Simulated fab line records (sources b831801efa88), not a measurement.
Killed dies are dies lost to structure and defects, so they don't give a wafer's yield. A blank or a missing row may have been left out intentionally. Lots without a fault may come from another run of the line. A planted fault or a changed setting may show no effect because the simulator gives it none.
What tool caused it? | flow gf180mcu | Sampling: 14 lots, 42 wafers, 2 of 602 route steps

== WHAT THE GAUGES SHOWED, per wafer ==
GF_VT_IMPLANT_OVL_MEAS_29. Usual: VT_IMPLANT_02_OVL typically reads 0.6 nm, with standard deviation 1.5.
lot  | measured     | on         | VT_IMPLANT_02_OVL (nm) | flag
L865 | day 6 23:25  | overlay-02 | -1.3 0.7 -2.5          |
L866 | day 7 04:28  | overlay-01 | 1.8 0.2 1.8            |
L867 | day 7 08:19  | overlay-01 | 0.4 2.9 1.7            |
L870 | day 8 11:44  | overlay-02 | 1.0 0.3 2.7            |
L872 | day 8 22:10  | overlay-02 | -2.1 -1.8 -1.1         |
L877 | day 10 09:11 | overlay-01 | 0.7 1.7 3.2            |
L879 | day 10 18:34 | overlay-02 | -0.9 -1.2 -0.3         |
L880 | day 11 00:38 | overlay-02 | 2.4 0.7 0.8            |
L881 | day 11 07:11 | overlay-01 | 0.4 -1.2 1.1           |
L882 | day 11 12:31 | overlay-02 | -0.7 0.2 -1.9          |
L885 | day 12 09:03 | overlay-02 | 2.2 1.2 -0.9           |
L886 | day 12 18:11 | overlay-01 | 4.6 3.6 2.1            |
L887 | day 13 00:22 | overlay-02 | -0.3 -0.3 -1.0         |
L888 | day 13 04:59 | overlay-01 | 2.9 -1.1 -1.3          |

GF_DUAL_GATE_OVL_MEAS_11. Usual: DUAL_GATE_OVL typically reads -0.3 nm, with standard deviation 1.4.
lot  | measured     | on         | DUAL_GATE_OVL (nm) | flag
L865 | day 8 09:42  | overlay-01 | -0.2 0.4 -0.4      |
L866 | day 8 16:16  | overlay-01 | -1.1 -1.0 -0.2     |
L867 | day 8 19:37  | overlay-02 | -1.5 -0.8 0.7      |
L870 | day 10 01:06 | overlay-01 | 1.0 -1.4 1.2       |
L872 | day 10 11:48 | overlay-01 | -0.5 -0.7 -1.0     |
L877 | day 12 00:23 | overlay-02 | -3.2 -3.4 -1.2     |
L879 | day 12 11:46 | overlay-01 | -1.8 -1.6 -0.1     |
L880 | day 12 18:22 | overlay-02 | -0.8 -2.8 -1.5     |
L881 | day 13 00:41 | overlay-02 | 1.8 1.7 0.1        |
L882 | day 13 06:34 | overlay-01 | -0.3 1.1 -0.6      |
L885 | day 14 04:24 | overlay-02 | -2.9 -1.3 -1.8     |
L886 | day 14 14:38 | overlay-02 | 1.2 -0.4 -0.5      |
L887 | day 14 21:00 | overlay-01 | -0.8 -0.1 2.3      |
L888 | day 15 01:45 | overlay-02 | -0.3 -1.3 0.4      |

== TOOL THAT RAN EACH LOT (tool first, then ch and the chambers of the sampled wafers, then the start) ==
The record holds no process step before these readings.

== AS READ BY THE TOOLS THEMSELVES (means over the sampled wafers that have a number; for cases with no such wafer, the mark the record gives instead) ==
The record holds no such reading with a usual standard deviation.

== THE ANSWER, worked out from the rows above alone ==
Rule: a lot is off if the mean of its wafers that have a number lies more than 3 standard deviations from the usual mean. Also off: a lot with no number at a reading for which 4 or more lots have one. Where the step has rows for the other lots, those lots are counted as sound. Order of review: gauges by route order, followed by the tools' own readings, for which a lot's mean as printed above is used. The first step at which some lot is off is used, and at that step the reading that is off furthest; a lot without a number counts as furthest.
Across all readings shown, no lot is off: no conclusion can be drawn from this.

== WHAT THE SIMULATOR PUT IN ==
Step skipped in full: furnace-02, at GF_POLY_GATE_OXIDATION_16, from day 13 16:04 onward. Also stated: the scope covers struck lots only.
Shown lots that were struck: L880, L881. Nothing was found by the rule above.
